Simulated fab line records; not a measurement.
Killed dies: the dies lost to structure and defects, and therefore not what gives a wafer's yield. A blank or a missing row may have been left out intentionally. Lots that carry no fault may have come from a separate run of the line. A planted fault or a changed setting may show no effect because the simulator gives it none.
Which tool did it? / flow sky130 / Sampling: 24 lots, 72 wafers, 6 of 708 route steps

== WHAT EACH GAUGE READ, for each wafer ==
SKY_SONOS_ONO_THK_MEAS_05.
lot=L074; measured=day 11 15:50; on=film metro-01; SONOS_ONO_CVD_04_THK (nm)=5.73 5.65 5.62
lot=L075; measured=day 12 03:03; on=film metro-04; SONOS_ONO_CVD_04_THK (nm)=5.69 5.75 5.78
lot=L076; measured=day 12 08:57; on=film metro-04; SONOS_ONO_CVD_04_THK (nm)=5.78 5.80 5.74
lot=L077; measured=day 12 17:53; on=film metro-01; SONOS_ONO_CVD_04_THK (nm)=5.71 5.70 5.67
lot=L078; measured=day 13 02:50; on=film metro-03; SONOS_ONO_CVD_04_THK (nm)=5.69 5.86 5.80
lot=L079; measured=day 13 14:11; on=film metro-04; SONOS_ONO_CVD_04_THK (nm)=5.67 5.80 5.89
lot=L080; measured=day 13 18:44; on=film metro-04; SONOS_ONO_CVD_04_THK (nm)=5.72 5.80 5.77
lot=L081; measured=day 14 06:31; on=film metro-03; SONOS_ONO_CVD_04_THK (nm)=6.09 5.99 6.07
lot=L082; measured=day 14 12:17; on=film metro-01; SONOS_ONO_CVD_04_THK (nm)=5.70 5.64 5.71
lot=L083; measured=day 14 16:28; on=film metro-01; SONOS_ONO_CVD_04_THK (nm)=5.95 5.90 5.86
lot=L084; measured=day 15 02:53; on=film metro-04; SONOS_ONO_CVD_04_THK (nm)=6.25 6.14 6.04
lot=L085; measured=day 15 12:24; on=film metro-01; SONOS_ONO_CVD_04_THK (nm)=5.95 5.79 5.78
lot=L086; measured=day 15 22:29; on=film metro-01; SONOS_ONO_CVD_04_THK (nm)=5.69 5.63 5.78
lot=L087; measured=day 16 01:51; on=film metro-03; SONOS_ONO_CVD_04_THK (nm)=5.61 5.63 5.70
lot=L088; measured=day 16 10:00; on=film metro-01; SONOS_ONO_CVD_04_THK (nm)=5.77 5.73 5.67
lot=L089; measured=day 16 18:24; on=film metro-03; SONOS_ONO_CVD_04_THK (nm)=5.84 5.71 5.73
lot=L090; measured=day 17 01:01; on=film metro-04; SONOS_ONO_CVD_04_THK (nm)=5.81 5.84 5.68
lot=L091; measured=day 17 11:15; on=film metro-01; SONOS_ONO_CVD_04_THK (nm)=5.74 5.73 5.75
lot=L092; measured=day 17 19:28; on=film metro-04; SONOS_ONO_CVD_04_THK (nm)=5.88 5.81 5.80
lot=L093; measured=day 17 22:42; on=film metro-03; SONOS_ONO_CVD_04_THK (nm)=5.47 5.71 5.65
lot=L094; measured=day 18 09:52; on=film metro-01; SONOS_ONO_CVD_04_THK (nm)=5.64 5.72 5.64
lot=L095; measured=day 18 15:41; on=film metro-03; SONOS_ONO_CVD_04_THK (nm)=5.78 5.75 5.76
lot=L096; measured=day 18 20:17; on=film metro-04; SONOS_ONO_CVD_04_THK (nm)=5.80 5.75 5.68
lot=L097; measured=day 19 08:29; on=film metro-01; SONOS_ONO_CVD_04_THK (nm)=5.50 5.66 5.64

SKY_POLY_GATE_THK_MEAS_01.
lot=L074; measured=day 14 01:28; on=film metro-02; POLY_GATE_CVD_00_THK (nm)=181.3 182.4 181.4
lot=L075; measured=day 14 13:22; on=film metro-04; POLY_GATE_CVD_00_THK (nm)=179.7 180.3 179.7
lot=L076; measured=day 15 02:34; on=film metro-04; POLY_GATE_CVD_00_THK (nm)=182.2 182.8 182.9
lot=L077; measured=day 15 04:58; on=film metro-04; POLY_GATE_CVD_00_THK (nm)=179.5 181.1 179.5
lot=L078; measured=day 15 16:36; on=film metro-02; POLY_GATE_CVD_00_THK (nm)=175.1 174.0 174.7
lot=L079; measured=day 16 03:40; on=film metro-04; POLY_GATE_CVD_00_THK (nm)=176.2 177.1 176.2
lot=L080; measured=day 16 06:41; on=film metro-02; POLY_GATE_CVD_00_THK (nm)=180.1 178.1 178.8
lot=L081; measured=day 16 19:47; on=film metro-01; POLY_GATE_CVD_00_THK (nm)=178.9 180.4 180.2
lot=L082; measured=day 17 02:44; on=film metro-01; POLY_GATE_CVD_00_THK (nm)=180.3 181.2 182.2
lot=L083; measured=day 17 08:41; on=film metro-04; POLY_GATE_CVD_00_THK (nm)=178.2 180.5 179.3
lot=L084; measured=day 17 18:43; on=film metro-01; POLY_GATE_CVD_00_THK (nm)=176.9 178.3 177.6
lot=L085; measured=day 18 03:12; on=film metro-02; POLY_GATE_CVD_00_THK (nm)=179.7 180.0 180.8
lot=L086; measured=day 18 14:42; on=film metro-02; POLY_GATE_CVD_00_THK (nm)=178.6 178.2 176.7
lot=L087; measured=day 18 19:37; on=film metro-01; POLY_GATE_CVD_00_THK (nm)=179.8 180.6 181.7
lot=L088; measured=day 19 02:30; on=film metro-04; POLY_GATE_CVD_00_THK (nm)=180.2 178.4 181.5
lot=L089; measured=day 19 13:04; on=film metro-02; POLY_GATE_CVD_00_THK (nm)=181.0 181.1 179.6
lot=L090; measured=day 19 18:25; on=film metro-04; POLY_GATE_CVD_00_THK (nm)=182.1 181.1 182.2
lot=L091; measured=day 20 06:30; on=film metro-01; POLY_GATE_CVD_00_THK (nm)=181.2 182.0 179.8
lot=L092; measured=day 20 14:35; on=film metro-02; POLY_GATE_CVD_00_THK (nm)=175.5 177.6 175.3
lot=L093; measured=day 20 17:37; on=film metro-04; POLY_GATE_CVD_00_THK (nm)=181.2 179.5 180.7
lot=L094; measured=day 21 03:19; on=film metro-01; POLY_GATE_CVD_00_THK (nm)=178.5 179.8 178.3
lot=L095; measured=day 21 09:27; on=film metro-02; POLY_GATE_CVD_00_THK (nm)=181.1 181.8 180.5
lot=L096; measured=day 21 16:16; on=film metro-04; POLY_GATE_CVD_00_THK (nm)=178.1 176.6 177.2
lot=L097; measured=day 22 04:22; on=film metro-04; POLY_GATE_CVD_00_THK (nm)=183.0 180.1 180.5

SKY_SD_P_CD_MEAS_07: the cd target is 380 nm.
lot=L074; measured=day 25 12:22; on=cd sem-01; cd nm (nm)=379.2 381.2 378.4
lot=L075; measured=day 26 11:45; on=cd sem-02; cd nm (nm)=376.4 375.9 378.6
lot=L076; measured=day 26 15:42; on=cd sem-01; cd nm (nm)=377.4 380.9 377.7
lot=L077; measured=day 26 20:07; on=cd sem-02; cd nm (nm)=382.6 381.2 379.4
lot=L078; measured=day 27 06:51; on=cd sem-01; cd nm (nm)=384.9 384.1 383.8
lot=L079; measured=day 27 17:53; on=cd sem-01; cd nm (nm)=383.7 383.2 383.9
lot=L080; measured=day 27 19:43; on=cd sem-01; cd nm (nm)=379.2 379.9 375.8
lot=L081; measured=day 28 08:56; on=cd sem-01; cd nm (nm)=381.4 380.3 382.1
lot=L082; measured=day 28 21:07; on=cd sem-02; cd nm (nm)=379.0 378.0 379.8
lot=L083; measured=day 28 22:37; on=cd sem-01; cd nm (nm)=374.7 379.7 374.8
lot=L084; measured=day 29 07:18; on=cd sem-01; cd nm (nm)=382.3 385.0 380.0
lot=L085; measured=day 29 17:40; on=cd sem-01; cd nm (nm)=379.9 377.8 376.9
lot=L086; measured=day 30 01:31; on=cd sem-01; cd nm (nm)=382.4 380.1 382.2
lot=L087; measured=day 30 07:29; on=cd sem-02; cd nm (nm)=382.1 384.5 384.9
lot=L088; measured=day 30 14:15; on=cd sem-01; cd nm (nm)=381.0 381.3 379.3
lot=L089; measured=day 31 03:50; on=cd sem-01; cd nm (nm)=378.6 381.4 381.2
lot=L090; measured=day 31 07:08; on=cd sem-01; cd nm (nm)=385.0 383.9 384.1
lot=L091; measured=day 31 14:31; on=cd sem-01; cd nm (nm)=377.6 379.0 376.0
lot=L092; measured=day 31 18:55; on=cd sem-01; cd nm (nm)=378.3 378.9 378.1
lot=L093; measured=day 31 23:22; on=cd sem-02; cd nm (nm)=378.8 381.1 380.3
lot=L094; measured=day 32 07:07; on=cd sem-01; cd nm (nm)=383.1 379.5 380.5
lot=L095; measured=day 32 13:42; on=cd sem-01; cd nm (nm)=383.7 383.2 380.5
lot=L096; measured=day 32 20:20; on=cd sem-01; cd nm (nm)=381.2 381.0 384.9
lot=L097; measured=day 33 05:30; on=cd sem-02; cd nm (nm)=381.9 385.1 384.5

SKY_SD_N_CD_MEAS_07: the cd target is 380 nm.
lot=L074; measured=day 27 23:31; on=cd sem-01; cd nm (nm)=382.1 381.6 381.5
lot=L075; measured=day 28 21:52; on=cd sem-02; cd nm (nm)=382.1 380.6 382.4
lot=L076; measured=day 29 02:39; on=cd sem-02; cd nm (nm)=378.7 379.7 378.6
lot=L077; measured=day 29 05:23; on=cd sem-02; cd nm (nm)=382.9 385.4 380.8
lot=L078; measured=day 29 15:13; on=cd sem-01; cd nm (nm)=381.1 381.9 378.5
lot=L079; measured=day 30 02:07; on=cd sem-02; cd nm (nm)=380.8 383.2 383.0
lot=L080; measured=day 30 04:40; on=cd sem-01; cd nm (nm)=379.5 379.4 379.8
lot=L081; measured=day 30 16:56; on=cd sem-01; cd nm (nm)=383.6 384.1 382.7
lot=L082; measured=day 31 05:02; on=cd sem-02; cd nm (nm)=381.1 381.0 381.6
lot=L083; measured=day 31 06:12; on=cd sem-02; cd nm (nm)=381.1 382.8 380.7
lot=L084; measured=day 31 15:09; on=cd sem-02; cd nm (nm)=380.8 380.5 379.1
lot=L085; measured=day 32 01:01; on=cd sem-02; cd nm (nm)=378.9 378.4 376.7
lot=L086; measured=day 32 08:50; on=cd sem-01; cd nm (nm)=382.2 380.9 381.6
lot=L087; measured=day 32 14:01; on=cd sem-02; cd nm (nm)=382.9 380.6 378.3
lot=L088; measured=day 32 21:30; on=cd sem-01; cd nm (nm)=379.9 378.4 381.3
lot=L089; measured=day 33 09:56; on=cd sem-01; cd nm (nm)=385.9 383.2 385.2
lot=L090; measured=day 33 13:31; on=cd sem-01; cd nm (nm)=381.3 383.3 383.3
lot=L091; measured=day 33 20:05; on=cd sem-02; cd nm (nm)=384.5 382.6 381.1
lot=L092; measured=day 34 00:30; on=cd sem-02; cd nm (nm)=383.2 384.2 380.4
lot=L093; measured=day 34 05:14; on=cd sem-01; cd nm (nm)=375.8 375.1 377.8
lot=L094; measured=day 34 12:16; on=cd sem-01; cd nm (nm)=376.8 378.2 377.3
lot=L095; measured=day 34 18:56; on=cd sem-02; cd nm (nm)=381.7 381.1 381.7
lot=L096; measured=day 35 00:57; on=cd sem-02; cd nm (nm)=380.0 378.4 382.2
lot=L097; measured=day 35 09:29; on=cd sem-01; cd nm (nm)=377.4 378.4 378.9

SKY_SD_N_RS_MEAS_17: measurement is done with a four-point probe.
lot=L074; measured=day 28 00:29; on=film metro-04; SD_P_RS (ohm/sq)=147.0 146.4 146.6
lot=L075; measured=day 28 22:50; on=film metro-04; SD_P_RS (ohm/sq)=146.7 146.8 146.9
lot=L076; measured=day 29 03:37; on=film metro-02; SD_P_RS (ohm/sq)=146.4 146.7 146.9
lot=L077; measured=day 29 06:20; on=film metro-01; SD_P_RS (ohm/sq)=147.1 147.0 147.2
lot=L078; measured=day 29 16:11; on=film metro-02; SD_P_RS (ohm/sq)=147.2 146.7 147.0
lot=L079; measured=day 30 03:05; on=film metro-02; SD_P_RS (ohm/sq)=146.1 145.8 146.4
lot=L080; measured=day 30 05:38; on=film metro-04; SD_P_RS (ohm/sq)=147.0 147.0 147.2
lot=L081; measured=day 30 17:55; on=film metro-01; SD_P_RS (ohm/sq)=146.9 147.4 147.4
lot=L082; measured=day 31 06:00; on=film metro-02; SD_P_RS (ohm/sq)=146.7 146.9 146.8
lot=L083; measured=day 31 07:10; on=film metro-04; SD_P_RS (ohm/sq)=146.2 146.2 146.6
lot=L084; measured=day 31 16:07; on=film metro-04; SD_P_RS (ohm/sq)=147.3 147.1 147.0
lot=L085; measured=day 32 01:58; on=film metro-04; SD_P_RS (ohm/sq)=147.0 147.3 147.2
lot=L086; measured=day 32 09:48; on=film metro-02; SD_P_RS (ohm/sq)=146.9 146.6 146.8
lot=L087; measured=day 32 14:59; on=film metro-04; SD_P_RS (ohm/sq)=146.7 146.9 146.8
lot=L088; measured=day 32 22:28; on=film metro-01; SD_P_RS (ohm/sq)=146.7 146.6 146.6
lot=L089; measured=day 33 10:54; on=film metro-01; SD_P_RS (ohm/sq)=146.7 147.2 146.5
lot=L090; measured=day 33 14:28; on=film metro-02; SD_P_RS (ohm/sq)=147.0 147.3 146.8
lot=L091; measured=day 33 21:03; on=film metro-04; SD_P_RS (ohm/sq)=146.5 147.5 147.1
lot=L092; measured=day 34 01:28; on=film metro-01; SD_P_RS (ohm/sq)=146.2 146.6 146.6
lot=L093; measured=day 34 06:12; on=film metro-01; SD_P_RS (ohm/sq)=146.7 146.9 146.6
lot=L094; measured=day 34 13:14; on=film metro-02; SD_P_RS (ohm/sq)=146.1 146.3 145.7
lot=L095; measured=day 34 19:54; on=film metro-04; SD_P_RS (ohm/sq)=146.0 146.5 146.7
lot=L096; measured=day 35 01:55; on=film metro-04; SD_P_RS (ohm/sq)=147.0 146.5 146.6
lot=L097; measured=day 35 10:27; on=film metro-02; SD_P_RS (ohm/sq)=146.4 147.0 147.3

== EACH LOT AND THE TOOL THAT RAN IT (in order: tool; ch and the chambers of the sampled wafers; start) ==
lot=L074; SKY_VT_ADJUST_HVTP_STRIP_10=plasma asher-04 ch 0,1, day 6 03:29
lot=L075; SKY_VT_ADJUST_HVTP_STRIP_10=plasma asher-04 ch 0,1, day 6 10:00
lot=L076; SKY_VT_ADJUST_HVTP_STRIP_10=plasma asher-03 ch 0,1, day 6 17:16
lot=L077; SKY_VT_ADJUST_HVTP_STRIP_10=plasma asher-01 ch 0,1, day 7 01:06
lot=L078; SKY_VT_ADJUST_HVTP_STRIP_10=plasma asher-01 ch 0,1, day 7 06:49
lot=L079; SKY_VT_ADJUST_HVTP_STRIP_10=plasma asher-03 ch 1, day 7 15:14
lot=L080; SKY_VT_ADJUST_HVTP_STRIP_10=plasma asher-01 ch 0,1, day 7 17:49
lot=L081; SKY_VT_ADJUST_HVTP_STRIP_10=plasma asher-03 ch 0,1, day 8 01:28
lot=L082; SKY_VT_ADJUST_HVTP_STRIP_10=plasma asher-01 ch 0,1, day 8 06:23
lot=L083; SKY_VT_ADJUST_HVTP_STRIP_10=plasma asher-03 ch 1, day 8 10:25
lot=L084; SKY_VT_ADJUST_HVTP_STRIP_10=plasma asher-03 ch 1, day 8 16:31
lot=L085; SKY_VT_ADJUST_HVTP_STRIP_10=plasma asher-03 ch 0,1, day 9 01:43
lot=L086; SKY_VT_ADJUST_HVTP_STRIP_10=plasma asher-03 ch 0,1, day 9 08:46
lot=L087; SKY_VT_ADJUST_HVTP_STRIP_10=plasma asher-01 ch 0, day 9 13:40
lot=L088; SKY_VT_ADJUST_HVTP_STRIP_10=plasma asher-04 ch 0,1, day 9 20:02
lot=L089; SKY_VT_ADJUST_HVTP_STRIP_10=plasma asher-01 ch 0,1, day 10 00:16
lot=L090; SKY_VT_ADJUST_HVTP_STRIP_10=plasma asher-01 ch 0,1, day 10 08:01
lot=L091; SKY_VT_ADJUST_HVTP_STRIP_10=plasma asher-04 ch 0,1, day 10 17:10
lot=L092; SKY_VT_ADJUST_HVTP_STRIP_10=plasma asher-03 ch 0,1, day 10 21:37
lot=L093; SKY_VT_ADJUST_HVTP_STRIP_10=plasma asher-03 ch 0,1, day 11 00:37
lot=L094; SKY_VT_ADJUST_HVTP_STRIP_10=plasma asher-01 ch 0,1, day 11 09:28
lot=L095; SKY_VT_ADJUST_HVTP_STRIP_10=plasma asher-04 ch 0,1, day 11 14:31
lot=L096; SKY_VT_ADJUST_HVTP_STRIP_10=plasma asher-04 ch 0,1, day 11 19:50
lot=L097; SKY_VT_ADJUST_HVTP_STRIP_10=plasma asher-01 ch 0,1, day 12 03:15
- SKY_VT_ADJUST_HVTP_STRIP_10: strips in O2/N2.

== AS READ BY THE TOOLS THEMSELVES (means over the sampled wafers that have a number; for cases with no such wafer, the mark the record gives instead) ==
SKY_VT_ADJUST_HVTP_STRIP_10.
lot=L074; tool=plasma asher-04; drypump motor current A (A)=5.4; oes product au (a.u.)=0.718; strip time to endpoint s (s)=14.20
lot=L075; tool=plasma asher-04; drypump motor current A (A)=5.4; oes product au (a.u.)=0.715; strip time to endpoint s (s)=14.20
lot=L076; tool=plasma asher-03; drypump motor current A (A)=5.3; oes product au (a.u.)=0.715; strip time to endpoint s (s)=14.20
lot=L077; tool=plasma asher-01; drypump motor current A (A)=6.1; oes product au (a.u.)=0.716; strip time to endpoint s (s)=14.16
lot=L078; tool=plasma asher-01; drypump motor current A (A)=6.1; oes product au (a.u.)=0.712; strip time to endpoint s (s)=14.17
lot=L079; tool=plasma asher-03; drypump motor current A (A)=5.1; oes product au (a.u.)=0.719; strip time to endpoint s (s)=14.14
lot=L080; tool=plasma asher-01; drypump motor current A (A)=5.7; oes product au (a.u.)=0.718; strip time to endpoint s (s)=14.14
lot=L081; tool=plasma asher-03; drypump motor current A (A)=5.3; oes product au (a.u.)=0.718; strip time to endpoint s (s)=14.20
lot=L082; tool=plasma asher-01; drypump motor current A (A)=6.1; oes product au (a.u.)=0.714; strip time to endpoint s (s)=14.16
lot=L083; tool=plasma asher-03; drypump motor current A (A)=5.1; oes product au (a.u.)=0.719; strip time to endpoint s (s)=14.19
lot=L084; tool=plasma asher-03; drypump motor current A (A)=5.1; oes product au (a.u.)=0.714; strip time to endpoint s (s)=14.14
lot=L085; tool=plasma asher-03; drypump motor current A (A)=5.3; oes product au (a.u.)=0.716; strip time to endpoint s (s)=14.15
lot=L086; tool=plasma asher-03; drypump motor current A (A)=5.3; oes product au (a.u.)=0.712; strip time to endpoint s (s)=14.22
lot=L087; tool=plasma asher-01; drypump motor current A (A)=5.3; oes product au (a.u.)=0.712; strip time to endpoint s (s)=14.19
lot=L088; tool=plasma asher-04; drypump motor current A (A)=5.5; oes product au (a.u.)=0.715; strip time to endpoint s (s)=14.10
lot=L089; tool=plasma asher-01; drypump motor current A (A)=6.1; oes product au (a.u.)=0.715; strip time to endpoint s (s)=14.13
lot=L090; tool=plasma asher-01; drypump motor current A (A)=6.1; oes product au (a.u.)=0.720; strip time to endpoint s (s)=14.14
lot=L091; tool=plasma asher-04; drypump motor current A (A)=5.3; oes product au (a.u.)=0.716; strip time to endpoint s (s)=14.16
lot=L092; tool=plasma asher-03; drypump motor current A (A)=5.5; oes product au (a.u.)=0.714; strip time to endpoint s (s)=14.19
lot=L093; tool=plasma asher-03; drypump motor current A (A)=5.4; oes product au (a.u.)=0.716; strip time to endpoint s (s)=14.14
lot=L094; tool=plasma asher-01; drypump motor current A (A)=5.7; oes product au (a.u.)=0.715; strip time to endpoint s (s)=14.20
lot=L095; tool=plasma asher-04; drypump motor current A (A)=5.5; oes product au (a.u.)=0.720; strip time to endpoint s (s)=14.17
lot=L096; tool=plasma asher-04; drypump motor current A (A)=5.4; oes product au (a.u.)=0.714; strip time to endpoint s (s)=14.18
lot=L097; tool=plasma asher-01; drypump motor current A (A)=5.7; oes product au (a.u.)=0.713; strip time to endpoint s (s)=14.14

== THE ANSWER, worked out from the rows above alone ==
Rule: the usual values come from the lots themselves. Put in order of their means at a reading, lots are off if they are a third of the lots or fewer, leave a main group of 4 or more, and stand apart from it by a gap of 3 or more times the standard deviation of the main group's means; of several such gaps the widest counts. The tables above print the reading to a certain number of digits; a main group whose means all agree to those digits is not used. Also off: a lot with no number at a reading for which 4 or more lots have one. The other lots that the step has rows for count as sound. Order of review: gauges by route order, followed by the tools' own readings, for which a lot's mean as printed above is used. The first step at which some lot is off is used, and at that step the reading that is off furthest; a lot without a number counts as furthest.
No lot is off at any reading shown: from this, nothing can be told.

== WHAT THE SIMULATOR HAD PUT IN ==
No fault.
